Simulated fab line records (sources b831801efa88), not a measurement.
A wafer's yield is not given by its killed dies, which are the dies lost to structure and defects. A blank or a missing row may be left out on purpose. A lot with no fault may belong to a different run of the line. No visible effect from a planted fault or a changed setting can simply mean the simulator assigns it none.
The tool behind it: which one?    flow sky130    12 lots, 36 wafers sampled, at 3 steps of a route of 708

WHAT EACH GAUGE READ, for each wafer
SKY_METAL1_RS_MEAS_05: measures by four-point-probe. Usual: for METAL1_ALCU_RS the level is 0.1263 ohm/sq and the standard deviation is 0.0012.
lot   measured      on             METAL1_ALCU_RS (ohm/sq)  flag
L948  day 31 01:32  film metro-02  0.1259 0.1262 0.1257     
L950  day 31 13:02  film metro-03  0.1257 0.1265 0.1254     
L949  day 31 15:49  film metro-03  0.1232 0.1247 0.1248     
L951  day 32 09:04  film metro-04  0.1262 0.1275 0.1290     
L952  day 32 19:13  film metro-03  0.1264 0.1278 0.1277     
L954  day 33 08:06  film metro-02  0.1257 0.1262 0.1269     
L961  day 35 15:40  film metro-02  0.1256 0.1236 0.1242     
L963  day 36 09:05  film metro-02  0.1258 0.1247 0.1252     
L966  day 37 23:07  film metro-03  0.1263 0.1257 0.1254     
L969  day 38 17:44  film metro-04  0.1275 0.1284 0.1279     
L970  day 38 19:32  film metro-02  0.1273 0.1265 0.1269     
L971  day 40 09:01  film metro-03  0.1260 0.1254 0.1256     

TOOL THAT RAN EACH LOT (tool first, then ch and the chambers of the sampled wafers, then the start)
lot   SKY_LI_CONTACT_SPUTTER_19     SKY_LOCAL_INTERCONNECT_STRIP_15
L948  pvd sputter-02, day 28 14:00  plasma asher-04 ch 0,1, day 29 18:19
L950  pvd sputter-03, day 29 00:53  plasma asher-01 ch 0,1, day 30 05:46
L949  pvd sputter-04, day 29 02:58  plasma asher-04 ch 0,1, day 30 08:34
L951  pvd sputter-03, day 29 21:23  plasma asher-01 ch 0,1, day 31 02:55
L952  pvd sputter-04, day 30 08:20  plasma asher-01 ch 0,1, day 31 13:37
L954  pvd sputter-03, day 30 22:21  plasma asher-01 ch 0,1, day 32 03:19
L961  pvd sputter-02, day 33 06:32  plasma asher-02 ch 0,1, day 34 10:00
L963  pvd sputter-02, day 34 00:18  plasma asher-02 ch 0,1, day 35 04:10
L966  pvd sputter-02, day 35 15:30  plasma asher-02 ch 0,1, day 36 18:16
L969  pvd sputter-04, day 36 10:40  plasma asher-02 ch 0,1, day 37 13:36
L970  pvd sputter-03, day 36 11:10  plasma asher-02 ch 1, day 37 14:52
L971  pvd sputter-02, day 38 03:43  plasma asher-02 ch 0,1, day 39 06:39
- SKY_LI_CONTACT_SPUTTER_19: material Ti, target thk 20 nm, time 106.37 s.
- SKY_LOCAL_INTERCONNECT_STRIP_15: strips in O2/N2.

WHAT THE TOOLS THEMSELVES READ (means of the sampled wafers that have a number; where no wafer has one, the mark that the record gives instead)
SKY_LI_CONTACT_SPUTTER_19. Usual: substrate temp c 200.01 C, standard deviation 0.18; throttle valve pct 29.8 %, standard deviation 0.77.
lot   tool            substrate temp c (C)  throttle valve pct (%)  flag
L948  pvd sputter-02  200.02                29.5                    
L950  pvd sputter-03  200.17                29.9                    
L949  pvd sputter-04  199.93                29.2                    
L951  pvd sputter-03  200.02                29.9                    
L952  pvd sputter-04  199.85                29.7                    
L954  pvd sputter-03  199.96                29.2                    
L961  pvd sputter-02  200.08                29.5                    
L963  pvd sputter-02  199.93                29.4                    
L966  pvd sputter-02  200.00                30.0                    
L969  pvd sputter-04  200.15                29.4                    
L970  pvd sputter-03  200.02                29.9                    
L971  pvd sputter-02  199.98                30.2                    

SKY_LOCAL_INTERCONNECT_STRIP_15. Usual: chamber pressure mTorr 1500.1 mTorr, standard deviation 1.2; drypump motor current A 5.8 A, standard deviation 0.46; oes product au 0.427 a.u., standard deviation 0.0048; strip time to endpoint s 4.718 s, standard deviation 0.021.
lot   tool             chamber pressure mTorr (mTorr)  drypump motor current A (A)  oes product au (a.u.)  strip time to endpoint s (s)  flag
L948  plasma asher-04  1499.0                          5.3                          0.431                  4.747                         
L950  plasma asher-01  1501.0                          6.4                          0.428                  4.737                         
L949  plasma asher-04  1500.0                          5.3                          0.424                  4.733                         
L951  plasma asher-01  1500.0                          6.0                          0.428                  4.739                         
L952  plasma asher-01  1399.5                          6.0                          0.427                  4.797                         OFF
L954  plasma asher-01  1400.1                          6.0                          0.427                  4.831                         OFF
L961  plasma asher-02  1499.9                          5.8                          0.428                  4.711                         
L963  plasma asher-02  1500.5                          5.8                          0.430                  4.727                         
L966  plasma asher-02  1499.8                          5.9                          0.429                  4.718                         
L969  plasma asher-02  1500.5                          5.9                          0.425                  4.709                         
L970  plasma asher-02  1501.4                          5.9                          0.421                  4.718                         
L971  plasma asher-02  1500.2                          5.9                          0.428                  4.732                         

THE ANSWER, worked out from the rows above alone
Rule: a lot is off if the mean of its wafers that have a number lies more than 3 standard deviations from the usual mean. Also off: a lot with no number at a reading for which 4 or more lots have one. The other lots that the step has rows for count as sound. The gauges are gone through in route order, then the tools' own readings, and for those a lot's mean is taken as printed above. The first step at which some lot is off is used, and at that step the reading that is off furthest; a lot without a number counts as furthest.
Off: L952, L954, at SKY_LOCAL_INTERCONNECT_STRIP_15 (chamber pressure mTorr).
If a tool, at that step or one of the process steps before it, ran each lot that is off and ran no sound lot following the first of them, it fits. One fits: plasma asher-01 at SKY_LOCAL_INTERCONNECT_STRIP_15. Its last sound lot is L951 (day 31 02:55), its first lot that is off L952 (day 31 13:37): a fault that began between those two fits.
The tool's own readings at SKY_LOCAL_INTERCONNECT_STRIP_15 bear it out: on the lots that are off they differ by more than 5 times the standard deviation of the sound lots' means. chamber pressure mTorr reads 1399.8 mTorr there against 1500.2 mTorr on the sound lots; strip time to endpoint s reads 4.814 s there against 4.727 s on the sound lots.

WHAT THE SIMULATOR HAD PUT IN
plasma asher-01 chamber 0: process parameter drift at SKY_LOCAL_INTERCONNECT_STRIP_15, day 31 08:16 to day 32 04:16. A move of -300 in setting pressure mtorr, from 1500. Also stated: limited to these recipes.
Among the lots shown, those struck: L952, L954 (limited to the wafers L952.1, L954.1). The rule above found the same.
